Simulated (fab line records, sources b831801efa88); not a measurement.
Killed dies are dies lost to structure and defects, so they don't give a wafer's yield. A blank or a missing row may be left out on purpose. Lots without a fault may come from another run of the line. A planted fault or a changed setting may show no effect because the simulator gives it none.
fab line records | flow gf180mcu
record lots=24 wafers=72 last_day=34
route steps=602 shown SALICIDE@282 CONTACT@305 V3@446 MIM@507 TOP_METAL@567
lots that met no fault: from a run of the same line without faults
start_h: hours from the record's first day to the start of the lot's first wafer shown | wait_h: hours since the lot's step before | " the same as in the row above | L1.1+2: a row that stands for several wafers | - no value, or no start given | * or withheld: withheld | < > ~ a bound
route shown NAME@n: a module of which the file shows steps, and the number in the route of the first | usual: mean/standard deviation of fault-free wafers | same: alike in all rows | chamber/n: place in a boat | sites: the reading at each site | _std_site: their standard deviation | _edge_site: outer sites' mean less inner sites' | radius_mm: how far each site lies from the wafer's centre | mask NAME#n: copy n | behind: the tool/chamber that last shaped the wafer | hold: why the lot was held/for how many hours/how that ended | device: the transistor (n, p or np) that didn't switch | end of line: the same wafers' tests at the end of the route | a step without rows: its recipe alone | killed: dies lost to structure and defects at the first sort, not the wafer's yield | map: a wafer's dies, x killed, . not, _ none there
set.NAME: the setting as run; set.NAME@STEP: as run at that earlier step | model.NAME: the simulator's own value behind a step, which no gauge read
steps of the route over a sample of lots; a table a step, a row a wafer
services: from which hour (start_h, from the record's first day; less than 0 if before it) a tool's chamber was out of use, for how many hours, and why
## steps
# step GF_SALICIDE_RS_MEAS_04
# recipe thk_meas_gauge=four-point-probe reads=TiN_of_SALICIDE_SPUTTER_03+Co_of_SALICIDE_SPUTTER_02
# usual SALICIDE_TIN_RS=16.3/0.31
# columns lot.wafer tool chamber start_h wait_h SALICIDE_TIN_RS[ohm/sq]
L074.2 film_metro-03 - 338.58 0.0 16.6
L074.5 " - " " 16.5
L074.6 " - " " 16.5
L075.2 film_metro-02 - 352.55 0.0 15.9
L075.5 " - " " 16.1
L075.6 " - " " 16.4
L076.1 film_metro-01 - 358.16 0.0 16.3
L076.3 " - " " 16.1
L076.5 " - " " 16.3
L077.1 film_metro-03 - 366.67 0.0 16.8
L077.5 " - " " 16.4
L077.6 " - " " 16.7
L078.1 film_metro-01 - 380.57 0.0 16.8
L078.3 " - " " 16.5
L078.6 " - " " 16.3
L079.1 film_metro-02 - 388.79 0.0 16.0
L079.5 " - " " 16.1
L079.6 " - " " 16.2
L080.2 film_metro-02 - 395.69 0.0 16.0
L080.3 " - " " 16.1
L080.5 " - " " 16.4
L081.1 film_metro-02 - 403.41 0.0 17.1
L081.4 " - " " 16.9
L081.6 " - " " 16.8
L082.1 film_metro-01 - 414.31 0.0 16.0
L082.2 " - " " 16.0
L082.3 " - " " 16.3
L083.3 film_metro-02 - 422.98 0.1 16.4
L083.4 " - " " 16.5
L083.5 " - " " 16.4
L084.3 film_metro-01 - 433.58 0.1 15.9
L084.4 " - " " 16.1
L084.6 " - " " 16.0
L085.2 film_metro-01 - 438.08 0.0 16.4
L085.3 " - " " 16.7
L085.5 " - " " 16.5
L086.1 film_metro-02 - 449.89 0.0 16.1
L086.2 " - " " 16.1
L086.6 " - " " 16.0
L087.1 film_metro-01 - 455.93 0.0 16.0
L087.3 " - " " 16.1
L087.6 " - " " 16.0
L088.2 film_metro-02 - 462.45 0.0 16.3
L088.5 " - " " 16.0
L088.6 " - " " 16.3
L089.4 film_metro-02 - 473.89 0.1 16.2
L089.5 " - " " 16.5
L089.6 " - " " 16.1
L090.2 film_metro-03 - 485.83 0.0 16.0
L090.5 " - " " 16.4
L090.6 " - " " 15.9
L091.3 film_metro-02 - 497.02 0.1 16.1
L091.4 " - " " 16.1
L091.5 " - " " 15.9
L092.2 film_metro-02 - 507.54 0.0 15.9
L092.4 " - " " 16.3
L092.6 " - " " 16.4
L093.3 film_metro-02 - 515.74 0.1 16.1
L093.4 " - " " 15.8
L093.5 " - " " 16.0
L094.3 film_metro-02 - 516.35 0.1 16.1
L094.5 " - " " 16.5
L094.6 " - " " 16.5
L095.3 film_metro-01 - 527.10 0.1 16.0
L095.5 " - " " 16.0
L095.6 " - " " 16.0
L096.1 film_metro-03 - 532.04 0.0 16.1
L096.3 " - " " 16.5
L096.5 " - " " 16.5
L097.1 film_metro-01 - 544.78 0.0 15.5
L097.2 " - " " 15.8
L097.6 " - " " 15.7
# step GF_CONTACT_STRIP_18
# recipe chemistry=O2/N2 power_w=1400 pressure_mtorr=1500 platen_temp_c=250 o2_flow_sccm=3000 n2_flow_sccm=300 overash_fraction=0.5
# usual chamber_pressure_mTorr=1500.0/1.5 drypump_motor_current_A=5.7/0.43 heater_power_w=328/27 oes_product_au=0.579/0.0048
# columns lot.wafer tool chamber start_h wait_h chamber_pressure_mTorr drypump_motor_current_A heater_power_w oes_product_au rf_hours_counter_h
L074.2 plasma_asher-04 1 360.35 - 1502.3 6.5 384 0.581 25
L074.5 " 0 " " 1499.6 5.6 315 0.577 -
L074.6 " 1 " " 1502.0 6.5 396 0.582 -
L075.2 plasma_asher-04 0 376.49 - 1501.9 5.6 317 0.572 27
L075.5 " 1 " " 1500.2 6.5 380 0.583 -
L075.6 " 0 " " 1498.6 5.6 319 0.580 -
L076.1 plasma_asher-02 0 382.28 - 1499.4 6.3 319 0.580 60
L076.3 " 0 " " 1498.7 6.2 321 0.587 -
L076.5 " 1 " " 1499.5 5.7 293 0.586 -
L077.1 plasma_asher-04 0 391.44 - 1497.6 5.6 324 0.578 28
L077.5 " 1 " " 1500.8 6.5 374 0.583 -
L077.6 " 0 " " 1499.0 5.6 320 0.582 -
L078.1 plasma_asher-03 1 405.00 - 1499.5 5.3 318 0.585 81
L078.3 " 1 " " 1502.8 5.4 314 0.581 -
L078.6 " 0 " " 1500.4 5.3 351 0.579 -
L079.1 plasma_asher-02 1 413.45 - 1500.3 5.7 301 0.577 63
L079.5 " 0 " " 1501.9 6.3 324 0.580 -
L079.6 " 1 " " 1500.0 5.7 301 0.572 -
L080.2 plasma_asher-03 1 420.18 - 1499.6 5.3 316 0.577 82
L080.3 " 0 " " 1500.5 5.3 364 0.590 -
L080.5 " 0 " " 1501.5 5.3 361 0.582 -
L081.1 plasma_asher-04 0 429.24 - 1502.4 5.6 321 0.586 32
L081.4 " 1 " " 1500.8 6.5 384 0.590 -
L081.6 " 0 " " 1500.0 5.6 323 0.574 -
L082.1 plasma_asher-03 0 440.20 - 1500.0 5.3 346 0.580 1
L082.2 " 1 " " 1499.0 5.4 318 0.585 1
L082.3 " 1 " " 1499.2 5.4 317 0.581 -
L083.3 plasma_asher-04 0 449.16 - 1501.9 5.6 317 0.585 -
L083.4 " 1 " " 1500.1 6.5 377 0.585 -
L083.5 " 0 " " 1499.2 5.6 321 0.583 -
L084.3 plasma_asher-02 1 460.27 - 1499.7 5.7 294 0.581 -
L084.4 " 0 " " 1499.3 6.2 321 0.580 -
L084.6 " 1 " " 1499.4 5.7 299 0.565 -
L085.2 plasma_asher-03 1 463.88 - 1499.4 5.4 323 0.583 3
L085.3 " 0 " " 1498.3 5.3 349 0.572 -
L085.5 " 0 " " 1501.0 5.3 341 0.576 -
L086.1 plasma_asher-02 1 475.40 - 1499.3 5.7 301 0.585 69
L086.2 " 0 " " 1500.4 6.3 326 0.577 69
L086.6 " 1 " " 1501.9 5.7 299 0.577 -
L087.1 plasma_asher-02 1 481.58 - 1496.9 5.7 296 0.586 70
L087.3 " 1 " " 1503.3 5.7 293 0.575 -
L087.6 " 0 " " 1502.0 6.3 315 0.578 -
L088.2 plasma_asher-03 0 488.24 - 1499.9 5.3 344 0.582 6
L088.5 " 1 " " 1500.7 5.4 317 0.586 -
L088.6 " 0 " " 1500.4 5.3 336 0.582 -
L089.4 plasma_asher-02 0 498.87 - 1499.6 6.2 314 0.568 -
L089.5 " 0 " " 1497.9 6.3 320 0.575 -
L089.6 " 1 " " 1498.9 5.7 291 0.571 -
L090.2 plasma_asher-02 1 511.03 - 1498.3 5.7 294 0.572 73
L090.5 " 1 " " 1500.0 5.7 299 0.571 -
L090.6 " 0 " " 1503.8 6.3 320 0.586 -
L091.3 plasma_asher-03 1 521.72 - 1501.6 5.4 311 0.589 -
L091.4 " 0 " " 1499.3 5.3 336 0.580 -
L091.5 " 0 " " 1499.6 5.3 338 0.581 -
L092.2 plasma_asher-03 0 532.39 - 1498.5 5.3 340 0.576 11
L092.4 " 1 " " 1500.2 5.4 315 0.576 -
L092.6 " 0 " " 1500.1 5.3 344 0.580 -
L093.3 plasma_asher-03 0 539.58 - 1498.3 5.3 346 0.575 -
L093.4 " 1 " " 1499.5 5.4 314 0.579 -
L093.5 " 0 " " 1500.0 5.3 348 0.578 -
L094.3 plasma_asher-03 1 540.51 - 1499.5 5.4 320 0.580 -
L094.5 " 1 " " 1499.9 5.4 315 0.578 -
L094.6 " 0 " " 1497.2 5.3 342 0.579 -
L095.3 plasma_asher-03 1 550.71 - 1499.4 5.4 310 0.578 -
L095.5 " 0 " " 1496.6 5.3 338 0.586 -
L095.6 " 1 " " 1500.2 5.4 317 0.579 -
L096.1 plasma_asher-02 1 555.69 - 1500.9 5.7 299 0.578 77
L096.3 " 0 " " 1497.8 6.2 323 0.575 -
L096.5 " 1 " " 1500.7 5.7 292 0.573 -
L097.1 plasma_asher-04 0 568.59 - 1499.4 5.6 320 0.583 47
L097.2 " 1 " " 1495.6 6.5 380 0.581 47
L097.6 " 1 " " 1500.0 6.4 389 0.585 -
# step GF_V3_ETCH_17
# recipe chemistry=C4F8/O2/Ar mask_material=KrF target=SiO2 stop_on=TiN source_w=1500 bias_w=1200 pressure_mtorr=40 c4f8_flow_sccm=withheld O2_flow_sccm=6 Ar_flow_sccm=300 time_s=withheld target_depth_a=6350
# usual chamber_pressure_mTorr=40.00/0.033 oes_product_au=0.856/0.0051
# columns lot.wafer tool chamber start_h wait_h chamber_pressure_mTorr oes_product_au
L074.2 rie_diel-01 2 - - 40.00 0.851
L074.5 " 0 " " 40.03 0.852
L074.6 " 1 " " 39.99 0.845
L075.2 rie_diel-02 3 - - 39.94 0.866
L075.5 " 0 " " 40.02 0.863
L075.6 " 1 " " 39.98 0.853
L076.1 rie_diel-03 3 - - 40.02 0.852
L076.3 " 0 " " 39.98 0.856
L076.5 " 1 " " 40.00 0.853
L077.1 rie_diel-03 0 - - 40.01 0.855
L077.5 " 2 " " 39.99 0.861
L077.6 " 1 " " 40.08 0.863
L078.1 rie_diel-03 2 - - 40.03 0.856
L078.3 " 0 " " 39.97 0.858
L078.6 " 1 " " 40.10 0.865
L079.1 rie_diel-03 0 - - 39.96 0.854
L079.5 " 3 " " 40.00 0.863
L079.6 " 0 " " 40.02 0.852
L080.2 rie_diel-01 1 - - 39.98 0.860
L080.3 " 0 " " 40.01 0.844
L080.5 " 3 " " 40.04 0.856
L081.1 rie_diel-03 2 - - 40.00 0.862
L081.4 " 0 " " 39.97 0.861
L081.6 " 2 " " 40.00 0.851
L082.1 rie_diel-01 3 - - 40.03 0.858
L082.2 " 1 " " 39.98 0.851
L082.3 " 0 " " 40.03 0.853
L083.3 rie_diel-01 0 - - 39.98 0.860
L083.4 " 1 " " 40.00 0.849
L083.5 " 0 " " 40.04 0.862
L084.3 rie_diel-03 0 - - 40.00 0.852
L084.4 " 2 " " 40.04 0.859
L084.6 " 2 " " 40.04 0.855
L085.2 rie_diel-02 1 - - 40.02 0.858
L085.3 " 2 " " 39.99 0.851
L085.5 " 2 " " 40.06 0.863
L086.1 rie_diel-01 2 - - 40.01 0.851
L086.2 " 0 " " 40.02 0.853
L086.6 " 1 " " 40.05 0.855
L087.1 rie_diel-01 2 - - 39.98 0.849
L087.3 " 0 " " 40.03 0.861
L087.6 " 2 " " 40.00 0.860
L088.2 rie_diel-02 2 - - 40.00 0.855
L088.5 " 1 " " 40.01 0.853
L088.6 " 0 " " 39.98 0.867
L089.4 rie_diel-03 0 - - 40.02 0.861
L089.5 " 0 " " 39.98 0.849
L089.6 " 3 " " 39.96 0.859
L090.2 rie_diel-02 0 - - 39.98 0.859
L090.5 " 0 " " 39.97 0.862
L090.6 " 3 " " 39.99 0.844
L091.3 rie_diel-02 2 - - 39.96 0.863
L091.4 " 3 " " 40.01 0.855
L091.5 " 3 " " 39.96 0.856
L092.2 rie_diel-02 2 - - 39.93 0.864
L092.4 " 0 " " 39.95 0.859
L092.6 " 2 " " 39.99 0.853
L093.3 rie_diel-01 0 - - 40.06 0.855
L093.4 " 1 " " 39.93 0.854
L093.5 " 2 " " 39.99 0.851
L094.3 rie_diel-02 0 - - 39.98 0.847
L094.5 " 2 " " 39.96 0.859
L094.6 " 3 " " 40.01 0.856
L095.3 rie_diel-01 0 - - 40.01 0.862
L095.5 " 3 " " 40.03 0.855
L095.6 " 2 " " 40.00 0.856
L096.1 rie_diel-03 0 - - 40.01 0.850
L096.3 " 1 " " 39.99 0.855
L096.5 " 2 " " 39.96 0.846
L097.1 rie_diel-03 3 - - 40.05 0.850
L097.2 " 0 " " 40.03 0.854
L097.6 " 1 " " 39.97 0.854
# step GF_V3_SPUTTER_22
# recipe material=TiN target_thk_nm=10 chamber_pressure_pa=5 power_w=4000 time_s=40
# usual throttle_valve_pct=30.2/0.77
# columns lot.wafer tool chamber start_h wait_h throttle_valve_pct
L074.2 pvd_sputter-02 - 512.86 0.0 30.7
L074.5 " - " " 29.9
L074.6 " - " " 30.5
L075.2 pvd_sputter-02 - 528.69 0.0 30.4
L075.5 " - " " 28.9
L075.6 " - " " 30.3
L076.1 pvd_sputter-02 - 535.71 0.0 30.1
L076.3 " - " " 30.5
L076.5 " - " " 30.6
L077.1 pvd_sputter-02 - 543.87 0.0 30.4
L077.5 " - " " 30.7
L077.6 " - " " 30.3
L078.1 pvd_sputter-03 - 559.06 0.0 30.6
L078.3 " - " " 30.6
L078.6 " - " " 29.2
L079.1 pvd_sputter-04 - 563.71 0.0 32.1
L079.5 " - " " 29.4
L079.6 " - " " 30.6
L080.2 pvd_sputter-02 - 571.90 0.0 28.7
L080.3 " - " " 30.4
L080.5 " - " " 29.1
L081.1 pvd_sputter-02 - 581.16 0.0 30.5
L081.4 " - " " 30.2
L081.6 " - " " 30.4
L082.1 pvd_sputter-04 - 590.19 0.0 29.1
L082.2 " - " " 31.3
L082.3 " - " " 30.5
L083.3 pvd_sputter-02 - 595.19 0.0 30.6
L083.4 " - " " 29.0
L083.5 " - " " 30.4
L084.3 pvd_sputter-04 - 607.51 0.0 30.0
L084.4 " - " " 29.4
L084.6 " - " " 29.0
L085.2 pvd_sputter-03 - 610.75 0.0 29.3
L085.3 " - " " 29.9
L085.5 " - " " 30.5
L086.1 pvd_sputter-04 - 620.60 0.0 30.5
L086.2 " - " " 29.8
L086.6 " - " " 30.0
L087.1 pvd_sputter-04 - 625.96 0.0 30.0
L087.3 " - " " 31.7
L087.6 " - " " 30.6
L088.2 pvd_sputter-02 - 632.04 0.0 30.7
L088.5 " - " " 29.0
L088.6 " - " " 30.4
L089.4 pvd_sputter-03 - 640.54 0.0 29.0
L089.5 " - " " 30.4
L089.6 " - " " 30.7
L090.2 pvd_sputter-03 - 651.65 0.0 30.5
L090.5 " - " " 29.0
L090.6 " - " " 30.6
L091.3 pvd_sputter-04 - 659.65 0.0 31.9
L091.4 " - " " 29.0
L091.5 " - " " 30.1
L092.2 pvd_sputter-04 - 672.20 0.0 30.7
L092.4 " - " " 32.0
L092.6 " - " " 30.5
L093.3 pvd_sputter-03 - 675.51 0.0 30.7
L093.4 " - " " 30.4
L093.5 " - " " 30.9
L094.3 pvd_sputter-04 - 677.31 0.0 31.9
L094.5 " - " " 31.8
L094.6 " - " " 29.9
L095.3 pvd_sputter-03 - 686.23 0.0 29.9
L095.5 " - " " 30.6
L095.6 " - " " 31.0
L096.1 pvd_sputter-02 - 690.10 0.0 30.3
L096.3 " - " " 30.8
L096.5 " - " " 30.5
L097.1 pvd_sputter-03 - 699.95 0.0 30.9
L097.2 " - " " 29.2
L097.6 " - " " 30.5
# step GF_MIM_SPUTTER_04
# recipe material=TiN target_thk_nm=50 power_w=6500 time_s=41.7 chamber_pressure_pa=0.4
# usual throttle_valve_pct=29.9/0.68
# columns lot.wafer tool chamber start_h wait_h throttle_valve_pct
L074.2 pvd_sputter-01 - 562.35 0.0 29.7
L074.5 " - " " 29.6
L074.6 " - " " 29.3
L075.2 pvd_sputter-02 - 579.71 0.0 29.1
L075.5 " - " " 30.4
L075.6 " - " " 29.4
L076.1 pvd_sputter-01 - 584.25 0.0 29.5
L076.3 " - " " 29.4
L076.5 " - " " 30.1
L077.1 pvd_sputter-04 - 591.91 0.0 29.0
L077.5 " - " " 30.5
L077.6 " - " " 29.2
L078.1 pvd_sputter-01 - 606.82 0.0 29.5
L078.3 " - " " 30.3
L078.6 " - " " 29.4
L079.1 pvd_sputter-04 - 610.52 0.0 29.2
L079.5 " - " " 29.1
L079.6 " - " " 31.9
L080.2 pvd_sputter-01 - 618.11 0.0 29.4
L080.3 " - " " 29.2
L080.5 " - " " 30.0
L081.1 pvd_sputter-01 - 627.89 0.0 29.9
L081.4 " - " " 30.5
L081.6 " - " " 29.2
L082.1 pvd_sputter-01 - 637.19 0.0 29.4
L082.2 " - " " 29.2
L082.3 " - " " 30.0
L083.3 pvd_sputter-04 - 640.19 0.0 30.2
L083.4 " - " " 31.9
L083.5 " - " " 29.9
L084.3 pvd_sputter-01 - 653.03 0.0 29.4
L084.4 " - " " 30.2
L084.6 " - " " 29.3
L085.2 pvd_sputter-01 - 655.14 0.0 29.3
L085.3 " - " " 29.6
L085.5 " - " " 29.5
L086.1 pvd_sputter-01 - 665.14 0.0 29.6
L086.2 " - " " 29.4
L086.6 " - " " 29.7
L087.1 pvd_sputter-01 - 669.82 0.0 29.5
L087.3 " - " " 29.6
L087.6 " - " " 30.2
L088.2 pvd_sputter-04 - 675.95 0.0 30.7
L088.5 " - " " 30.5
L088.6 " - " " 29.2
L089.4 pvd_sputter-04 - 683.95 0.0 30.0
L089.5 " - " " 31.7
L089.6 " - " " 29.4
L090.2 pvd_sputter-01 - 695.33 0.0 29.2
L090.5 " - " " 29.9
L090.6 " - " " 30.1
L091.3 pvd_sputter-02 - 703.05 0.0 30.6
L091.4 " - " " 30.1
L091.5 " - " " 30.5
L092.2 pvd_sputter-02 - 713.42 0.0 30.4
L092.4 " - " " 30.7
L092.6 " - " " 30.6
L093.3 pvd_sputter-04 - 717.76 0.0 29.2
L093.4 " - " " 30.4
L093.5 " - " " 30.4
L094.3 pvd_sputter-01 - 722.59 0.0 29.4
L094.5 " - " " 29.6
L094.6 " - " " 30.2
L095.3 pvd_sputter-01 - 727.20 0.0 29.4
L095.5 " - " " 29.7
L095.6 " - " " 29.4
L096.1 pvd_sputter-04 - 730.12 0.0 29.4
L096.3 " - " " 31.8
L096.5 " - " " 28.9
L097.1 pvd_sputter-02 - 739.95 0.0 31.0
L097.2 " - " " 29.0
L097.6 " - " " 30.6
# step GF_TOP_METAL_SPUTTER_00
# recipe material=Ti target_thk_nm=37.5 arriving_ion_energy_ev=80 substrate_temp_c=200 chamber_pressure_pa=2 power_w=4000 time_s=150
# usual throttle_valve_pct=30.0/0.81
# columns lot.wafer tool chamber start_h wait_h throttle_valve_pct
L074.2 pvd_sputter-01 - 629.51 0.1 29.3
L074.5 " - " " 29.6
L074.6 " - " " 29.7
L075.2 pvd_sputter-04 - 645.81 0.2 29.2
L075.5 " - " " 31.9
L075.6 " - " " 30.0
L076.1 pvd_sputter-04 - 650.92 0.1 30.0
L076.3 " - " " 30.5
L076.5 " - " " 29.3
L077.1 pvd_sputter-04 - 658.33 0.2 29.6
L077.5 " - " " 29.1
L077.6 " - " " 30.7
L078.1 pvd_sputter-04 - 671.04 0.2 30.1
L078.3 " - " " 29.1
L078.6 " - " " 29.1
L079.1 pvd_sputter-01 - 675.11 0.2 29.3
L079.5 " - " " 29.9
L079.6 " - " " 29.3
L080.2 pvd_sputter-01 - 680.99 0.1 30.3
L080.3 " - " " 29.7
L080.5 " - " " 29.7
L081.1 pvd_sputter-04 - 690.78 0.2 31.8
L081.4 " - " " 29.4
L081.6 " - " " 31.6
L082.1 pvd_sputter-01 - 698.68 0.2 29.8
L082.2 " - " " 29.3
L082.3 " - " " 29.4
L083.3 pvd_sputter-03 - 701.29 0.1 29.1
L083.4 " - " " 31.0
L083.5 " - " " 29.2
L084.3 pvd_sputter-04 - 713.52 0.1 29.4
L084.4 " - " " 30.6
L084.6 " - " " 31.6
L085.2 pvd_sputter-01 - 716.01 0.2 29.6
L085.3 " - " " 29.1
L085.5 " - " " 29.3
L086.1 pvd_sputter-01 - 723.64 0.2 30.4
L086.2 " - " " 29.2
L086.6 " - " " 29.5
L087.1 pvd_sputter-03 - 728.71 0.1 30.9
L087.3 " - " " 29.9
L087.6 " - " " 29.2
L088.2 pvd_sputter-04 - 734.77 0.2 29.2
L088.5 " - " " 29.0
L088.6 " - " " 31.7
L089.4 pvd_sputter-01 - 741.01 0.1 29.4
L089.5 " - " " 30.4
L089.6 " - " " 29.6
L090.2 pvd_sputter-04 - 752.61 0.1 30.0
L090.5 " - " " 30.1
L090.6 " - " " 29.3
L091.3 pvd_sputter-03 - 759.35 0.2 30.7
L091.4 " - " " 29.7
L091.5 " - " " 29.3
L092.2 pvd_sputter-01 - 768.00 0.1 30.7
L092.4 " - " " 29.5
L092.6 " - " " 29.5
L093.3 pvd_sputter-04 - 772.76 0.2 30.5
L093.4 " - " " 29.2
L093.5 " - " " 30.1
L094.3 pvd_sputter-03 - 777.26 0.1 30.4
L094.5 " - " " 29.2
L094.6 " - " " 29.7
L095.3 pvd_sputter-04 - 781.02 0.2 30.6
L095.5 " - " " 30.1
L095.6 " - " " 31.8
L096.1 pvd_sputter-03 - 782.74 0.1 29.6
L096.3 " - " " 29.0
L096.5 " - " " 29.1
L097.1 pvd_sputter-04 - 791.91 0.2 29.9
L097.2 " - " " 30.5
L097.6 " - " " 31.5
## services
# columns tool chamber start_h hours kind
rie_diel-03 - 345.12 0.5 repair
pvd_sputter-01 - 351.57 1.0 repair
rie_diel-03 - 384.41 0.1 repair
plasma_asher-03 - 421.25 9.0 pm
rie_diel-03 1 459.77 21.7 repair
pvd_sputter-04 - 468.70 5.2 repair
pvd_sputter-01 - 477.87 5.1 repair
rie_diel-03 - 481.73 0.3 repair
pvd_sputter-04 - 491.37 1.8 repair
pvd_sputter-03 - 515.90 1.9 repair
pvd_sputter-01 - 558.45 2.4 repair
pvd_sputter-03 - 568.47 1.4 repair
pvd_sputter-01 - 571.47 1.0 repair
rie_diel-03 2 586.66 5.7 repair
rie_diel-03 - 587.67 4.2 repair
pvd_sputter-03 - 604.82 5.8 repair
rie_diel-03 2 616.10 18.2 repair
pvd_sputter-02 - 642.55 11.0 repair
pvd_sputter-02 - 676.62 7.3 repair
plasma_asher-03 - 683.92 2.4 repair
plasma_asher-03 - 686.02 1.1 repair
pvd_sputter-04 - 704.59 8.6 repair
pvd_sputter-01 - 709.92 4.0 repair
pvd_sputter-02 - 774.42 1.1 repair
## key
fault none
